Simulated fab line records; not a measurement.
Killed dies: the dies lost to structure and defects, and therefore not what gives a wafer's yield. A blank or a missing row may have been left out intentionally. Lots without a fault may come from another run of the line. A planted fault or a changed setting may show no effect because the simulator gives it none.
Chamber matching	flow sky130	SKY_CAPM_CVD_00 on pecvd-04 has 3 sister chambers
The step deposits SiO2, target thk 15.5 nm. 20 wafers are shown with their chamber, then 10 later ones without.

## WAFERS WITH THEIR CHAMBER
wafer	chamber	heater_power_w (W)
L074.1	2	520
L074.3	0	634
L074.5	0	611
L077.1	0	674
L077.4	1	771
L077.6	2	667
L078.2	2	544
L078.3	0	622
L078.4	1	769
L083.3	2	615
L083.4	0	647
L083.6	1	702
L085.1	1	779
L085.3	2	613
L085.6	2	610
L088.3	0	564
L088.5	0	582
L088.6	2	538
L089.1	2	596
L089.2	0	591

SIGNATURES (averages over the wafers above)
reading	chamber 0	chamber 1	chamber 2	scatter within a chamber
heater_power_w	615.62	755.25	587.88	42.2
Rule: a wafer lies at a distance from a chamber equal to the root of the sum of squares, over the readings, of (its reading less the chamber's mean, divided by the reading's scatter). If the next closest chamber is less than 2 further off than the closest, the wafer can't be placed; otherwise it belongs to the closest. The scatter: the root of (the sum of the squares of (reading less its chamber's mean) over the shown wafers, divided by (wafers less chambers)).

## WAFERS WHOSE CHAMBER IS MISSING
wafer	heater_power_w (W)
L089.4	600
L092.2	703
L092.3	651
L092.6	531
L095.2	627
L095.4	640
L095.5	677
L096.1	642
L096.5	671
L096.6	639

## EACH ONE'S CHAMBER
wafer	from the rows above	in truth
L089.4	can't be placed: 2 or 0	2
L092.2	can't be placed: 1 or 0 or 2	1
L092.3	can't be placed: 0 or 2 or 1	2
L092.6	can't be placed: 2 or 0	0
L095.2	can't be placed: 0 or 2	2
L095.4	can't be placed: 0 or 2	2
L095.5	can't be placed: 0 or 1 or 2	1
L096.1	can't be placed: 0 or 2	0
L096.5	can't be placed: 0 or 2 or 1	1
L096.6	can't be placed: 0 or 2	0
Placed correctly: 0 of 10. From these rows, 10 cannot be placed; in 10 the true chamber is one of the candidates. 0 placed wrongly.
